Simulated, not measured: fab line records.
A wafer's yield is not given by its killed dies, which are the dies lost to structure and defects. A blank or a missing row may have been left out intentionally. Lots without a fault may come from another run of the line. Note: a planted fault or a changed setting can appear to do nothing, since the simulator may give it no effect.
A struck lot beside a sound one	flow sky130	18 out of 708 route steps
Sound: wafers L273.1, L273.3, L273.4. Struck: wafer L261.1. (L261.5 of the same lot was not struck and is left out.) The cause comes at the end.
Per side, at each step with rows, come the tool, then ch with its chambers, and then its first start. Under that, the readings that differ: sound wafers	struck wafers	difference of the means	sigmas: that difference in standard deviations of wafers without a fault.
alike: words and numbers the same on both sides, and readings whose means are apart by under 2 such deviations; not compared: readings that were withheld, readings missing a value for some wafer, numbers with overlapping values and no deviation given by the record, and bounds like >300 which may hide the same value.
The two part at a step that has a row with sigmas, a row that says differs or no value, or rows on one side only. Non-overlapping numbers with no deviation appear without sigmas and do not part them. A reading missing from all wafers of one side parts the sides only when that side holds two or more wafers.

first, 9 steps without rows for these wafers: SKY_CAP2M_CLEAN_17 (cleans in O3/DIW); SKY_METAL4_DEHYDRATE_05 (time 60 s); SKY_METAL4_HMDS_06 (prime time 60 s); SKY_METAL4_COAT_07 (resist thk 60 nm); SKY_METAL4_COAT_08 (resist thk 1140 nm); SKY_METAL4_SOFTBAKE_09 (time 90 s); SKY_METAL4_EXPOSE_10 (exposes mask MM4, target cd 300 nm); SKY_METAL4_PEB_11; SKY_METAL4_DEVELOP_12 (develop time 60 s).
SKY_METAL4_CD_MEAS_13: target cd 300 nm.
  sound on cd_sem-01 at day 46 18:38; struck on cd_sem-01 at day 43 19:47
  alike: cd_nm
SKY_METAL4_OVL_MEAS_14:
  sound on overlay-02 at day 46 18:46; struck on overlay-01 at day 43 19:54
  alike: METAL4_OVL
SKY_METAL4_DESCUM_15: chemistry O2, time 8 s.
  sound on rie_metal-03 ch 0,1, day 46 18:48; struck on rie_metal-02 ch 1, day 43 19:56
reading	sound	struck	difference	sigmas
oes_product_au (a.u.)	1.001 0.994 0.986	1.015	+0.021	+2
  alike: drypump_motor_current_A
  not compared: rf_hours_counter_h
SKY_METAL4_ETCH_16: etches BARC in N2/H2, stops on SiO2, time 88.2 s, target depth 60 nm.
  sound on rie_metal-03 ch 0,1, day 46 18:50; struck on rie_metal-02 ch 1, day 43 19:58
reading	sound	struck	difference	sigmas
oes_product_au (a.u.)	0.630 0.626 0.622	1.018	+0.392	+80
run_length_s (s)	115.7 115.8 117.4	69.2	-47.1	-43
throttle_valve_pct (%)	13.200 13.207 13.202	13.223	+0.020	+2
model.KrF-thick_of_METAL4_COAT_08.thk_nm (nm)	1075 1076 1075	1104	+29	
model.METAL4.cd_nm (nm)	298.4 298.8 298.9	308.8	+10.1	
  alike: drypump_motor_current_A
  not compared: rf_hours_counter_h
SKY_METAL4_ETCH_17: etches SiO2 in C4F8/O2/Ar, stops on TiN, time 3.9 s, target depth 15 nm.
  sound on rie_diel-02 ch 1,2,3, day 46 18:56; struck on rie_diel-01 ch 1, day 43 20:04
reading	sound	struck	difference	sigmas
rf_hours_counter_h (h)	5 14 18	25	+13	
  alike: oes_product_au
SKY_METAL4_METAL_ETCH_18: etches the open film in Cl2/BCl3, stops on SiO2, target depth 845 nm, time 183.1 s.
  sound on rie_metal-01 ch 0,1, day 46 18:57; struck on rie_metal-03 ch 1, day 43 20:05
reading	sound	struck	difference	sigmas
model.KrF-thick_of_METAL4_COAT_08.thk_nm (nm)	518.1 535 519.2	565.3	+41.2	
model.METAL4.cd_nm (nm)	306 298.2 307.8	309.5	+5.5	
  alike: drypump_motor_current_A, mfc_cl2_sccm, oes_product_au, run_length_s, throttle_valve_pct
  not compared: rf_hours_counter_h
SKY_METAL4_STRIP_19: strips in O2/N2.
  sound on plasma_asher-03 ch 0,1, day 46 19:07; struck on plasma_asher-02 ch 1, day 43 20:16
reading	sound	struck	difference	sigmas
oes_product_au (a.u.)	0.491 0.507 0.509	0.521	+0.019	+3
strip_time_to_endpoint_s (s)	6.44 6.62 6.45	6.93	+0.43	+5
  alike: drypump_motor_current_A, o2_flow_sccm
  not compared: rf_hours_counter_h
then, 1 step without rows for these wafers: SKY_METAL4_STRIP_20 (strips in post etch residue remover, time 1200 s).
-- the record jumps here: 4 days lie between the struck wafers' starts before and after (it left off in module METAL4 and takes up again in module PAD_OPEN, whose first step shown is number 708 of the route) --
SKY_PAD_OPEN_PROBE_99:
  sound on prober-01 at day 50 03:59; struck on prober-01 at day 47 14:13
reading	sound	struck	difference	sigmas
model.etest.met4.width_nm (nm)	308.4 297.1 305.7	309.4	+5.7	
  alike: defect_limited_yield, killed_at_M0_to_M3, killed_at_M4_up, killed_at_contacts, killed_at_front_end, killed_at_other, killed_dies, killed_open, killed_short, sort_bin_3_pad_short, sort_bin_5_function, sort_bin_6_memory, sort_n_pass, sort_yield_pct

WHERE THEY PART
First at SKY_METAL4_DESCUM_15; last, within this record, at SKY_METAL4_STRIP_19. Later steps at which nothing parts them and some readings are alike: SKY_PAD_OPEN_PROBE_99.

WHY: what had been put in by the simulator
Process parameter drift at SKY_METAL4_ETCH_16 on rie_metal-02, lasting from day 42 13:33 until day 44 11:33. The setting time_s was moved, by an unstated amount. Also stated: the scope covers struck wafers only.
